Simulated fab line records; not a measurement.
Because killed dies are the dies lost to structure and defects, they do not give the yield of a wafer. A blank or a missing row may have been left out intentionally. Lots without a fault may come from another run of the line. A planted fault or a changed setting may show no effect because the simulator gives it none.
fab line records	flow sky130
[record] lots = 13	wafers = 39	last_day = 50
route steps=708 shown NWELL@78 VT_ADJUST_HVTP@95 LI_CONTACT@378 CONTACT@421
lots that met no fault: from a run of the same line without faults
start_h: start of the lot's first displayed wafer, in hours after the record's first day	wait_h: how many hours have passed since the lot's step before this one	" as in the row above	L1.1+2: one row covering several wafers at once	- no value, or no start was given	* or withheld: withheld	< > ~ a bound
route shown NAME@n: names a module that has steps shown in the file, with the first one's number in the route	usual: the fault-free wafers' mean and standard deviation	same: alike in all rows	chamber/n: place in a boat	sites: each site's reading	_std_site: their standard deviation	_edge_site: mean of outer sites minus mean of inner sites	radius_mm: how far each site lies from the wafer's centre	mask NAME#n: copy n	behind: the most recent tool/chamber to have shaped the wafer	hold: the reason the lot was held/the length of the hold in hours/how it ended	device: which transistor (n, p or np) failed to switch	end of line: at the end of the route, the tests of the same wafers	where a step has no rows: the recipe by itself	killed: at the first sort, the dies lost to defects and structure; wafer yield is something else	map: a wafer's dies, marking killed ones x, the rest . and places with no die _
set.NAME: setting as actually run; set.NAME@STEP: the setting as run at that earlier step	model.NAME: the simulator's own value behind a step, which no gauge read
route steps across a sampled set of lots; one table per step, one row per wafer
services: when a tool's chamber went out of use (start_h, in hours from the record's first day, below 0 if earlier), for how many hours, and the reason
[[steps]]
[step SKY_NWELL_STRIP_25]
[recipe] chemistry = O2/N2	power_w = 1400	pressure_mtorr = 1500	platen_temp_c = withheld	o2_flow_sccm = 3000	n2_flow_sccm = 300	overash_fraction = 0.5
[usual] drypump_motor_current_A = 5.5/0.44	oes_product_au = 0.722/0.0047	strip_time_to_endpoint_s = 36.92/0.12
lot.wafer	tool	chamber	start_h	wait_h	drypump_motor_current_A	oes_product_au	rf_hours_counter_h	strip_time_to_endpoint_s
L461.1	plasma_asher-02	0	104.84	0.1	6.4	0.730	38	36.81
L461.4	"	0	"	"	6.3	0.718	-	36.78
L461.5	"	1	"	"	5.6	0.728	-	36.75
L462.1	plasma_asher-02	0	114.34	0.1	6.3	0.723	39	36.98
L462.3	"	0	"	"	6.3	0.726	-	36.98
L462.4	"	1	"	"	5.6	0.724	-	37.02
L463.1	plasma_asher-03	0	115.21	0.1	5.5	0.724	31	36.76
L463.3	"	0	"	"	5.5	0.714	-	36.77
L463.6	"	0	"	"	5.5	0.724	-	36.88
L464.1	plasma_asher-03	0	122.56	0.1	5.5	0.714	32	36.90
L464.2	"	1	"	"	5.3	0.718	32	36.87
L464.6	"	1	"	"	5.3	0.722	-	36.97
L465.3	plasma_asher-04	0	128.80	0.1	5.9	0.729	-	36.99
L465.4	"	1	"	"	4.7	0.718	-	37.07
L465.5	"	0	"	"	6.0	0.721	-	37.09
L466.1	plasma_asher-03	0	137.86	0.1	5.5	0.727	33	37.02
L466.2	"	1	"	"	5.3	0.717	33	37.01
L466.4	"	1	"	"	5.3	0.725	-	37.04
L467.1	plasma_asher-03	1	141.56	0.1	5.3	0.720	33	37.06
L467.3	"	1	"	"	5.3	0.727	-	36.88
L467.4	"	0	"	"	5.5	0.722	-	36.88
L468.1	plasma_asher-03	0	147.56	0.1	5.5	0.714	34	36.90
L468.4	"	0	"	"	5.5	0.719	-	36.86
L468.6	"	0	"	"	5.5	0.724	-	36.87
L475.1	plasma_asher-04	0	187.46	0.1	5.9	0.961	7	-
L475.3	"	1	"	"	4.7	0.951	-	-
L475.6	"	1	"	"	4.7	0.954	-	-
L480.2	plasma_asher-03	0	216.77	0.1	5.5	0.722	40	36.83
L480.3	"	1	"	"	5.3	0.723	-	36.88
L480.6	"	0	"	"	5.5	0.722	-	36.75
L482.2	plasma_asher-04	1	237.39	0.1	4.7	0.729	12	36.77
L482.3	"	0	"	"	5.9	0.730	-	36.88
L482.6	"	0	"	"	5.9	0.723	-	36.72
L483.1	plasma_asher-04	0	242.21	0.1	5.9	0.734	13	36.91
L483.3	"	0	"	"	5.9	0.724	-	36.87
L483.6	"	1	"	"	4.7	0.724	-	36.84
L484.2	plasma_asher-04	1	248.84	0.1	4.7	0.724	13	36.87
L484.3	"	0	"	"	5.9	0.719	-	36.93
L484.4	"	1	"	"	4.7	0.725	-	36.96
[step SKY_VT_ADJUST_HVTP_STRIP_10]
[recipe] chemistry = O2/N2	power_w = 1400	pressure_mtorr = 1500	platen_temp_c = withheld	o2_flow_sccm = 3000	n2_flow_sccm = 300	overash_fraction = 0.5
[usual] drypump_motor_current_A = 5.6/0.45	oes_product_au = 0.716/0.0044	strip_time_to_endpoint_s = 14.16/0.042
lot.wafer	tool	chamber	start_h	wait_h	drypump_motor_current_A	oes_product_au	rf_hours_counter_h	strip_time_to_endpoint_s
L461.1	plasma_asher-03	1	124.58	0.1	5.3	0.702	32	14.17
L461.4	"	0	"	"	5.5	0.715	-	14.23
L461.5	"	1	"	"	5.3	0.718	-	14.14
L462.1	plasma_asher-02	1	133.43	0.1	5.6	0.712	41	14.13
L462.3	"	1	"	"	5.5	0.714	-	14.15
L462.4	"	0	"	"	6.3	0.715	-	14.17
L463.1	plasma_asher-02	1	134.31	0.1	5.6	0.711	41	14.23
L463.3	"	0	"	"	6.4	0.713	-	14.15
L463.6	"	1	"	"	5.6	0.718	-	14.17
L464.1	plasma_asher-03	1	142.16	0.1	5.3	0.716	34	14.14
L464.2	"	0	"	"	5.5	0.718	34	14.13
L464.6	"	1	"	"	5.3	0.716	-	14.10
L465.3	plasma_asher-01	0	149.26	0.1	4.9	0.712	-	14.15
L465.4	"	1	"	"	5.1	0.716	-	14.15
L465.5	"	1	"	"	5.1	0.717	-	14.15
L466.1	plasma_asher-03	1	157.43	0.1	5.3	0.720	35	14.22
L466.2	"	0	"	"	5.5	0.709	35	14.23
L466.4	"	1	"	"	5.4	0.710	-	14.22
L467.1	plasma_asher-01	1	161.96	0.1	5.1	0.715	49	14.17
L467.3	"	0	"	"	4.9	0.714	-	14.17
L467.4	"	1	"	"	5.1	0.708	-	14.17
L468.1	plasma_asher-02	0	167.01	0.1	6.3	0.716	44	14.14
L468.4	"	1	"	"	5.6	0.712	-	14.10
L468.6	"	1	"	"	5.6	0.717	-	14.14
L475.1	plasma_asher-01	0	209.73	0.1	4.9	0.717	53	24.98
L475.3	"	0	"	"	4.9	0.718	-	24.96
L475.6	"	0	"	"	4.9	0.713	-	24.93
L480.2	plasma_asher-03	1	239.58	0.1	5.3	0.717	43	14.19
L480.3	"	0	"	"	5.5	0.720	-	14.17
L480.6	"	1	"	"	5.3	0.709	-	14.14
L482.2	plasma_asher-02	0	261.73	0.1	6.4	0.714	54	14.19
L482.3	"	1	"	"	5.6	0.723	-	14.12
L482.6	"	0	"	"	6.3	0.722	-	14.14
L483.1	plasma_asher-01	0	266.66	0.1	4.9	0.710	58	14.08
L483.3	"	1	"	"	5.1	0.717	-	14.19
L483.6	"	0	"	"	4.9	0.709	-	14.15
L484.2	plasma_asher-01	0	273.58	0.1	4.9	0.713	59	14.12
L484.3	"	1	"	"	5.1	0.714	-	14.13
L484.4	"	0	"	"	4.9	0.722	-	14.13
[step SKY_VT_ADJUST_HVTP_TW_MEAS_11]
[usual] VT_ADJUST_HVTP_TW = 1351/7
lot.wafer	tool	chamber	start_h	wait_h	VT_ADJUST_HVTP_TW
L461.1	film_metro-03	-	124.68	0.1	1363
L461.4	"	-	"	"	1357
L461.5	"	-	"	"	1356
L462.1	film_metro-04	-	133.53	0.1	1362
L462.3	"	-	"	"	1347
L462.4	"	-	"	"	1352
L463.1	film_metro-01	-	134.41	0.1	1344
L463.3	"	-	"	"	1345
L463.6	"	-	"	"	1351
L464.1	film_metro-01	-	142.26	0.1	1343
L464.2	"	-	"	"	1345
L464.6	"	-	"	"	1342
L465.3	film_metro-03	-	149.35	0.1	1360
L465.4	"	-	"	"	1367
L465.5	"	-	"	"	1364
L466.1	film_metro-04	-	157.53	0.1	1355
L466.2	"	-	"	"	1352
L466.4	"	-	"	"	1349
L467.1	film_metro-04	-	162.06	0.1	1345
L467.3	"	-	"	"	1346
L467.4	"	-	"	"	1346
L468.1	film_metro-01	-	167.11	0.1	1340
L468.4	"	-	"	"	1356
L468.6	"	-	"	"	1329
L475.1	film_metro-03	-	209.83	0.1	30
L475.3	"	-	"	"	30
L475.6	"	-	"	"	30
L480.2	film_metro-04	-	239.69	0.1	1344
L480.3	"	-	"	"	1340
L480.6	"	-	"	"	1346
L482.2	film_metro-04	-	261.84	0.1	1356
L482.3	"	-	"	"	1360
L482.6	"	-	"	"	1348
L483.1	film_metro-01	-	266.76	0.1	1357
L483.3	"	-	"	"	1355
L483.6	"	-	"	"	1352
L484.2	film_metro-03	-	273.69	0.1	1355
L484.3	"	-	"	"	1357
L484.4	"	-	"	"	1357
[step SKY_LI_CONTACT_STRIP_16]
[recipe] chemistry = O2/N2	power_w = 1400	pressure_mtorr = 1500	platen_temp_c = withheld	o2_flow_sccm = 3000	n2_flow_sccm = 300	overash_fraction = 0.5
[usual] drypump_motor_current_A = 5.4/0.56	oes_product_au = 0.376/0.0047	strip_time_to_endpoint_s = 3.490/0.025
lot.wafer	tool	chamber	start_h	wait_h	drypump_motor_current_A	oes_product_au	rf_hours_counter_h	strip_time_to_endpoint_s
L461.1	plasma_asher-02	1	671.39	-	5.6	0.372	25	3.452
L461.4	"	0	"	"	6.3	0.381	-	3.470
L461.5	"	1	"	"	5.6	0.378	-	3.469
L462.1	plasma_asher-01	0	689.20	-	4.9	0.378	102	3.453
L462.3	"	1	"	"	5.1	0.381	-	3.473
L462.4	"	0	"	"	4.9	0.370	-	3.507
L463.1	plasma_asher-04	1	695.22	-	4.7	0.372	58	3.482
L463.3	"	1	"	"	4.7	0.379	-	3.481
L463.6	"	0	"	"	5.9	0.374	-	3.470
L466.1	plasma_asher-01	1	719.49	-	5.2	0.366	105	3.475
L466.2	"	0	"	"	4.9	0.375	105	3.469
L466.4	"	0	"	"	4.9	0.381	-	3.466
L464.1	plasma_asher-04	0	721.94	-	6.0	0.376	60	3.449
L464.2	"	1	"	"	4.7	0.376	60	3.485
L464.6	"	0	"	"	6.0	0.377	-	3.450
L465.3	plasma_asher-02	0	722.69	-	6.4	0.376	-	3.485
L465.4	"	1	"	"	5.6	0.372	-	3.486
L465.5	"	0	"	"	6.3	0.376	-	3.449
L467.1	plasma_asher-01	0	732.52	-	4.9	0.369	107	3.471
L467.3	"	1	"	"	5.1	0.371	-	3.433
L467.4	"	0	"	"	4.9	0.366	-	3.426
L468.1	plasma_asher-04	0	737.17	-	5.9	0.381	61	3.508
L468.4	"	1	"	"	4.7	0.368	-	3.467
L468.6	"	1	"	"	4.7	0.387	-	3.468
L475.1	plasma_asher-02	0	786.57	-	6.4	0.380	37	3.515
L475.3	"	0	"	"	6.3	0.376	-	3.502
L475.6	"	1	"	"	5.5	0.368	-	3.488
L480.2	plasma_asher-02	0	818.21	-	6.3	0.379	40	3.512
L480.3	"	0	"	"	6.3	0.375	-	3.479
L480.6	"	0	"	"	6.3	0.379	-	3.535
L482.2	plasma_asher-02	1	847.56	-	5.6	0.384	42	3.523
L482.3	"	0	"	"	6.3	0.375	-	3.458
L482.6	"	0	"	"	6.4	0.370	-	3.504
L483.1	plasma_asher-04	0	851.42	-	5.9	0.384	73	3.528
L483.3	"	0	"	"	6.0	0.372	-	3.503
L483.6	"	1	"	"	4.7	0.377	-	3.492
L484.2	plasma_asher-02	0	861.82	-	6.3	0.376	44	3.489
L484.3	"	0	"	"	6.3	0.374	-	3.492
L484.4	"	1	"	"	5.6	0.376	-	3.529
[step SKY_CONTACT_OVL_MEAS_15]
[usual] CONTACT_OVL = -2/5
lot.wafer	tool	chamber	start_h	wait_h	CONTACT_OVL[nm]
L461.1	overlay-02	-	730.40	0.1	2
L461.4	"	-	"	"	-4
L461.5	"	-	"	"	-3
L462.1	overlay-01	-	746.99	0.1	0
L462.3	"	-	"	"	-2
L462.4	"	-	"	"	5
L463.1	overlay-02	-	753.29	0.1	5
L463.3	"	-	"	"	8
L463.6	"	-	"	"	7
L466.1	overlay-02	-	776.60	0.1	-3
L466.2	"	-	"	"	-7
L466.4	"	-	"	"	-3
L464.1	overlay-02	-	779.04	0.1	-13
L464.2	"	-	"	"	-8
L464.6	"	-	"	"	-8
L465.3	overlay-02	-	779.40	0.1	2
L465.4	"	-	"	"	-8
L465.5	"	-	"	"	-6
L467.1	overlay-02	-	789.49	0.1	-9
L467.3	"	-	"	"	-9
L467.4	"	-	"	"	-10
L468.1	overlay-02	-	794.20	0.1	9
L468.4	"	-	"	"	6
L468.6	"	-	"	"	0
L475.1	overlay-01	-	841.50	0.1	2
L475.3	"	-	"	"	2
L475.6	"	-	"	"	-5
L480.2	overlay-01	-	873.70	0.1	-5
L480.3	"	-	"	"	4
L480.6	"	-	"	"	-4
L482.2	overlay-02	-	901.95	0.1	-2
L482.3	"	-	"	"	-1
L482.6	"	-	"	"	-7
L483.1	overlay-01	-	906.65	0.1	-2
L483.3	"	-	"	"	0
L483.6	"	-	"	"	-2
L484.2	overlay-01	-	916.30	0.1	-2
L484.3	"	-	"	"	-2
L484.4	"	-	"	"	-4
[step SKY_CONTACT_RS_MEAS_25]
[recipe] thk_meas_gauge = four-point-probe	reads = W_of_CONTACT_CVD_24+TiN_of_CONTACT_SPUTTER_23
[usual] CONTACT_W_RS = 0.339/0.0039
lot.wafer	tool	chamber	start_h	wait_h	CONTACT_W_RS[ohm/sq]
L461.1	film_metro-02	-	731.34	0.1	0.337
L461.4	"	-	"	"	0.340
L461.5	"	-	"	"	0.338
L462.1	film_metro-02	-	747.92	0.1	0.338
L462.3	"	-	"	"	0.340
L462.4	"	-	"	"	0.338
L463.1	film_metro-03	-	754.22	0.1	0.337
L463.3	"	-	"	"	0.337
L463.6	"	-	"	"	0.337
L466.1	film_metro-01	-	777.58	0.1	0.333
L466.2	"	-	"	"	0.340
L466.4	"	-	"	"	0.336
L464.1	film_metro-02	-	780.02	0.1	0.340
L464.2	"	-	"	"	0.341
L464.6	"	-	"	"	0.336
L465.3	film_metro-03	-	780.45	0.1	0.338
L465.4	"	-	"	"	0.336
L465.5	"	-	"	"	0.342
L467.1	film_metro-03	-	790.45	0.1	0.345
L467.3	"	-	"	"	0.341
L467.4	"	-	"	"	0.341
L468.1	film_metro-02	-	795.24	0.2	0.338
L468.4	"	-	"	"	0.338
L468.6	"	-	"	"	0.337
L475.1	film_metro-03	-	842.43	0.1	0.342
L475.3	"	-	"	"	0.334
L475.6	"	-	"	"	0.338
L480.2	film_metro-03	-	874.65	0.1	0.344
L480.3	"	-	"	"	0.335
L480.6	"	-	"	"	0.340
L482.2	film_metro-01	-	902.91	0.1	0.337
L482.3	"	-	"	"	0.341
L482.6	"	-	"	"	0.336
L483.1	film_metro-01	-	907.60	0.1	0.339
L483.3	"	-	"	"	0.338
L483.6	"	-	"	"	0.336
L484.2	film_metro-03	-	917.24	0.1	0.341
L484.3	"	-	"	"	0.339
L484.4	"	-	"	"	0.343
[[services]]
tool	chamber	start_h	hours	kind
plasma_asher-04	-	108.75	9.0	pm
plasma_asher-01	-	166.14	3.9	repair
plasma_asher-02	-	193.87	1.8	repair
plasma_asher-01	-	253.97	2.3	repair
plasma_asher-04	-	334.51	3.2	repair
plasma_asher-03	-	335.24	3.8	repair
plasma_asher-02	-	340.88	13.8	repair
plasma_asher-04	-	345.64	1.3	repair
plasma_asher-04	-	365.37	24.4	repair
plasma_asher-01	-	408.87	9.4	repair
plasma_asher-04	-	419.74	0.4	repair
plasma_asher-02	-	421.25	9.0	pm
plasma_asher-03	-	461.51	1.4	repair
plasma_asher-01	-	578.85	2.8	pm
plasma_asher-01	-	591.32	3.3	repair
plasma_asher-03	-	601.09	52.7	repair
plasma_asher-03	-	623.90	3.5	repair
plasma_asher-02	-	641.04	1.4	repair
plasma_asher-04	-	695.32	8.7	pm
plasma_asher-03	-	702.76	7.7	repair
plasma_asher-01	-	733.75	9.0	pm
plasma_asher-03	-	757.62	2.1	repair
plasma_asher-03	-	768.43	0.8	repair
plasma_asher-02	-	827.12	2.6	repair
[[key]]
[first_sign] step = SKY_NWELL_STRIP_25	reading = oes_product_au	direction = up	sigmas = 49	usual = 0.722	struck = 0.955
[effect] step = SKY_VT_ADJUST_HVTP_STRIP_10	reading = strip_time_to_endpoint_s	direction = up	sigmas = 99+	usual = *	struck = *
[effect] step = SKY_VT_ADJUST_HVTP_TW_MEAS_11	reading = VT_ADJUST_HVTP_TW	direction = down	sigmas = 99+	usual = 1351	struck = 30
met_at SKY_NWELL_STRIP_25
struck_lots L475
sort_left_out L475.1,L475.3,L475.6
tester_left_out L475
not_acting_at SKY_LI_CONTACT_STRIP_16,SKY_CONTACT_OVL_MEAS_15,SKY_CONTACT_RS_MEAS_25
onset_between 128.80 187.46
[fault] kind = strip_aborted	tool = plasma_asher-04	chamber = -	onset_h = 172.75	steps = SKY_NWELL_STRIP_25	offset = 0.52621	end_h = 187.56
// tester_left_out: of these lots the tester's yield and bins aren't shown, on N5 and GAA mostly nor the transistor test; their killed dies are dies lost to structure and defects alone, not to doping, threshold or leakage, so they don't give the yield
// sort_left_out: the simulated sort isn't trusted on such a fault, so these wafers' sort isn't shown, and their yield isn't known
